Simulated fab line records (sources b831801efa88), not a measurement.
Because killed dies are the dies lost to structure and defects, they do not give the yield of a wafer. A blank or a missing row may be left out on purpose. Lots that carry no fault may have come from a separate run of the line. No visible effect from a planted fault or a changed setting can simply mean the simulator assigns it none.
Which tool is to blame?	flow gf180mcu	39 wafers from 13 lots sampled at 5 of the route's 602 steps

## WHAT THE GAUGES SHOWED, per wafer
GF_V4_THK_MEAS_03.
lot	measured	on	V4_CVD_02_THK (nm)
L476	day 23 18:24	film-metro-04	829 850 841
L479	day 25 04:52	film-metro-03	831 855 844
L478	day 25 10:59	film-metro-03	844 858 860
L481	day 25 21:04	film-metro-01	843 835 847
L482	day 26 11:58	film-metro-04	841 822 843
L483	day 27 07:43	film-metro-04	835 841 853
L487	day 27 14:52	film-metro-04	834 844 846
L491	day 28 23:13	film-metro-04	829 827 836
L492	day 29 09:23	film-metro-04	829 840 836
L496	day 30 08:43	film-metro-04	862 847 860
L497	day 30 16:25	film-metro-03	835 853 857
L498	day 30 22:40	film-metro-01	839 852 847
L499	day 31 03:23	film-metro-01	839 841 856

GF_V5_THK_MEAS_01.
lot	measured	on	V5_CVD_00_THK (nm)
L476	day 26 16:14	film-metro-02	296 299 302
L479	day 28 00:40	film-metro-01	297 296 295
L478	day 28 07:22	film-metro-01	298 297 300
L481	day 28 16:05	film-metro-03	298 304 299
L482	day 29 06:07	film-metro-01	304 302 302
L483	day 29 22:29	film-metro-03	299 299 298
L487	day 30 06:41	film-metro-02	294 294 294
L491	day 31 11:34	film-metro-02	294 300 300
L492	day 31 21:20	film-metro-01	299 301 300
L496	day 32 18:49	film-metro-01	305 300 303
L497	day 33 00:28	film-metro-02	298 301 302
L498	day 33 05:57	film-metro-02	304 305 304
L499	day 33 11:22	film-metro-02	299 297 299

GF_V5_THK_MEAS_03.
lot	measured	on	V5_CVD_02_THK (nm)
L476	day 26 16:24	film-metro-01	1457 1468 1467
L479	day 28 00:49	film-metro-02	1426 1452 1451
L478	day 28 07:32	film-metro-02	1434 1452 1465
L481	day 28 16:15	film-metro-02	1440 1441 1463
L482	day 29 06:17	film-metro-01	1421 1439 1468
L483	day 29 22:39	film-metro-02	1433 1429 1437
L487	day 30 06:51	film-metro-03	1410 1421 1445
L491	day 31 11:44	film-metro-03	1441 1363 1467
L492	day 31 21:30	film-metro-02	1434 1340 1414
L496	day 32 18:59	film-metro-01	1455 1461 1478
L497	day 33 00:38	film-metro-01	1450 1448 1454
L498	day 33 06:07	film-metro-01	1477 1508 1496
L499	day 33 11:34	film-metro-02	1460 1437 1451

## TOOL THAT RAN EACH LOT (tool first, then ch and the chambers of the sampled wafers, then the start)
lot	GF_V4_SPUTTER_22	GF_V5_CVD_02
L476	pvd-sputter-04, day 24 18:22	pecvd-03 ch 0,1,2, day 26 16:17
L479	pvd-sputter-02, day 26 04:16	pecvd-02 ch 0,1, day 28 00:43
L478	pvd-sputter-02, day 26 10:41	pecvd-04 ch 0,2, day 28 07:26
L481	pvd-sputter-01, day 26 20:44	pecvd-02 ch 0,2, day 28 16:09
L482	pvd-sputter-01, day 27 10:32	pecvd-03 ch 0,1, day 29 06:11
L483	pvd-sputter-02, day 28 05:52	pecvd-04 ch 1,2, day 29 22:33
L487	pvd-sputter-01, day 28 13:04	pecvd-04 ch 1,2, day 30 06:45
L491	pvd-sputter-04, day 29 19:54	pecvd-04 ch 0,1,2, day 31 11:38
L492	pvd-sputter-02, day 30 06:05	pecvd-04 ch 0,1,2, day 31 21:23
L496	pvd-sputter-01, day 31 04:53	pecvd-02 ch 0,2, day 32 18:53
L497	pvd-sputter-02, day 31 11:59	pecvd-02 ch 0,1,2, day 33 00:31
L498	pvd-sputter-04, day 31 17:27	pecvd-03 ch 1,2, day 33 05:59
L499	pvd-sputter-01, day 31 22:53	pecvd-02 ch 0,1,2, day 33 11:25
- GF_V4_SPUTTER_22: material TiN, target thk 10 nm, time 40 s.
- GF_V5_CVD_02: deposits SiO2 from TEOS, target thk 1450 nm, time 163.28 s.

## AS READ BY THE TOOLS THEMSELVES (means over the sampled wafers that have a number; for cases with no such wafer, the mark the record gives instead)
GF_V4_SPUTTER_22.
lot	tool	throttle-valve-pct (%)
L476	pvd-sputter-04	30.8
L479	pvd-sputter-02	29.8
L478	pvd-sputter-02	29.8
L481	pvd-sputter-01	29.0
L482	pvd-sputter-01	29.5
L483	pvd-sputter-02	30.5
L487	pvd-sputter-01	29.6
L491	pvd-sputter-04	29.6
L492	pvd-sputter-02	30.7
L496	pvd-sputter-01	29.6
L497	pvd-sputter-02	30.4
L498	pvd-sputter-04	29.9
L499	pvd-sputter-01	29.3

GF_V5_CVD_02.
lot	tool	heater-power-w (W)	rf-fwd-power-W (W)
L476	pecvd-03	761	595.7
L479	pecvd-02	638	597.9
L478	pecvd-04	693	597.2
L481	pecvd-02	621	595.6
L482	pecvd-03	754	598.4
L483	pecvd-04	760	597.1
L487	pecvd-04	730	598.2
L491	pecvd-04	749	565.3
L492	pecvd-04	741	566.1
L496	pecvd-02	640	596.9
L497	pecvd-02	663	596.5
L498	pecvd-03	694	597.2
L499	pecvd-02	665	599.6

## THE ANSWER, worked out from the rows above alone
Rule: what is usual is taken from the lots themselves. The widest of any qualifying gaps counts: lots, ordered by their means at a reading, are off when they make up no more than a third of the lots, leave a main group of 4 or more, and stand apart from it by 3 or more times the standard deviation of that group's means. If all means in a main group match to the digits the tables above print for the reading, that group is not used. Also off: a lot with no number at a reading for which 4 or more lots have one. Where the step has rows for the other lots, those lots are counted as sound. After the gauges, taken in route order, come the tools' own readings; for these a lot's mean is taken, as printed above. At the first step where some lot is off, the reading lying furthest off is the one used; lots without a number count as furthest.
Off, at GF_V5_CVD_02 on rf-fwd-power-W: L491, L492. For the main group the mean is 597.3 W and the standard deviation 1.1.
A tool fits if, at that step or a process step before it, it ran every lot that is off, and no sound lot after the first of them. One candidate fits, namely pecvd-04 at GF_V5_CVD_02. A fault onset in the window from L487 (day 30 06:45, its last sound lot) to L491 (day 31 11:38, its first lot off) fits.
On the lots that are off, the tool's own readings at GF_V5_CVD_02 differ by more than 5 times the standard deviation of the sound lots' means, which bears it out; rf-fwd-power-W reads 565.7 W there versus 597.3 W on the sound lots.

## WHAT THE SIMULATOR HAD PUT IN
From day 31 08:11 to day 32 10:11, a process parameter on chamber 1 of pecvd-04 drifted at GF_V5_CVD_02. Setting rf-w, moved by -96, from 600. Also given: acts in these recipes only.
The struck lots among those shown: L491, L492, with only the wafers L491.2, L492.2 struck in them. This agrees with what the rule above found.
